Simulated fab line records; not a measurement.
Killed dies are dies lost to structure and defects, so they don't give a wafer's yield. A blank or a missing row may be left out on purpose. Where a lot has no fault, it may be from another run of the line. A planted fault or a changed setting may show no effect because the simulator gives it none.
Struck lot and sound lot, side by side    flow gf180mcu    22 steps out of a route of 602
Sound: these wafers, L738.1, L738.3, L738.5. Struck: wafers L742.1, L742.6 (left out: L742.4, a lot-mate that was not struck); the cause follows at the end.
Order at every step that has rows: each side's tool, ch and its chambers, its first start. Under that, the readings that differ: sound wafers    struck wafers    difference of the means    sigmas: that difference in standard deviations of wafers without a fault.
alike: words and numbers the same on both sides, and readings whose means are apart by under 2 such deviations; not compared: readings that were withheld, readings missing a value for some wafer, numbers with overlapping values and no deviation given by the record, and bounds like >300 which may hide the same value.
A row with sigmas, a row that says differs or no value, or rows on one side alone: a step with any of these is where the two part. Numbers that have no deviation but don't overlap get no sigmas and don't part them. Lack of a reading on every wafer of one side parts them only where that side has two or more wafers.

first, 6 steps without rows for these wafers: GF_VT_IMPLANT_HMDS_01 (prime time 60 s); GF_VT_IMPLANT_COAT_02 (resist thk 1000 nm); GF_VT_IMPLANT_SOFTBAKE_03 (time 60 s); GF_VT_IMPLANT_EXPOSE_04 (exposes mask LVPWELL LV AREA, target cd 600 nm); GF_VT_IMPLANT_PEB_05; GF_VT_IMPLANT_DEVELOP_06 (develop time 60 s).
GF_VT_IMPLANT_OVL_MEAS_07:
  sound on overlay-01 at day 5 14:31; struck on overlay-02 at day 6 18:48
  alike: VT_IMPLANT_OVL
next, for these wafers, 1 step has no rows: GF_VT_IMPLANT_IMPLANT_08.
GF_VT_IMPLANT_STRIP_09: strips in O2/N2.
  sound on plasma_asher-04 ch 0,1, day 5 14:43; struck on plasma_asher-02 ch 1, day 6 18:59
  alike: drypump_motor_current_A, heater_power_w, oes_product_au, strip_time_to_endpoint_s
  not compared: rf_hours_counter_h
GF_VT_IMPLANT_TW_MEAS_10:
  sound on film_metro-04 at day 5 14:49; struck on film_metro-02 at day 6 19:05
reading        sound        struck   difference  sigmas
VT_IMPLANT_TW  566 567 563  576 573  +9          +3
then, 2 steps without rows for these wafers: GF_VT_IMPLANT_DEHYDRATE_11 (time 60 s); GF_VT_IMPLANT_HMDS_12 (prime time 60 s).
GF_VT_IMPLANT_COAT_13: resist thk 1000 nm.
  sound on litho_track-04 ch 0, day 5 22:10; struck on litho_track-04 ch 0, day 7 02:01
reading                                          sound             struck       difference  sigmas
model.NOVOLAK_of_VT_IMPLANT_COAT_13.thk_nm (nm)  998.7 996.9 1000  950.3 949.2  -48.8       
then, 3 steps without rows for these wafers: GF_VT_IMPLANT_SOFTBAKE_14 (time 60 s); GF_VT_IMPLANT_EXPOSE_15 (exposes mask Nwell LV AREA, target cd 860 nm); GF_VT_IMPLANT_PEB_16.
GF_VT_IMPLANT_DEVELOP_17: develop time 60 s.
  sound on litho_track-02 ch 0, day 6 05:19; struck on litho_track-04 ch 0, day 7 09:58
reading                                          sound             struck       difference  sigmas
model.NOVOLAK_of_VT_IMPLANT_COAT_13.thk_nm (nm)  998.3 996.5 1000  949.9 948.8  -48.9       
GF_VT_IMPLANT_OVL_MEAS_18:
  sound on overlay-01 at day 6 05:28; struck on overlay-01 at day 7 10:07
  alike: VT_IMPLANT_01_OVL
next, for these wafers, 1 step has no rows: GF_VT_IMPLANT_IMPLANT_19.
GF_VT_IMPLANT_STRIP_20: strips in O2/N2.
  sound on plasma_asher-02 ch 0,1, day 6 05:40; struck on plasma_asher-01 ch 0, day 7 10:19
reading                       sound              struck       difference  sigmas
strip_time_to_endpoint_s (s)  12.63 12.59 12.64  12.05 12.05  -0.57       -17
  alike: drypump_motor_current_A, heater_power_w, oes_product_au
  not compared: rf_hours_counter_h
GF_VT_IMPLANT_TW_MEAS_21:
  sound on film_metro-02 at day 6 05:46; struck on film_metro-04 at day 7 10:25
  alike: VT_IMPLANT_2_TW
-- record jumps: 23 days separate the struck wafers' starts on either side; left off in module VT_IMPLANT, taken up again in module PASSIVATION, whose first shown step is the route's number 602 --
GF_PASSIVATION_PROBE_99:
  record: rows for the struck wafers here (prober-01, day 30 18:21), none for the sound ones

WHERE THEY PART
At GF_VT_IMPLANT_TW_MEAS_10 first; at GF_PASSIVATION_PROBE_99 last (within this record only).

WHY: what had been put in by the simulator
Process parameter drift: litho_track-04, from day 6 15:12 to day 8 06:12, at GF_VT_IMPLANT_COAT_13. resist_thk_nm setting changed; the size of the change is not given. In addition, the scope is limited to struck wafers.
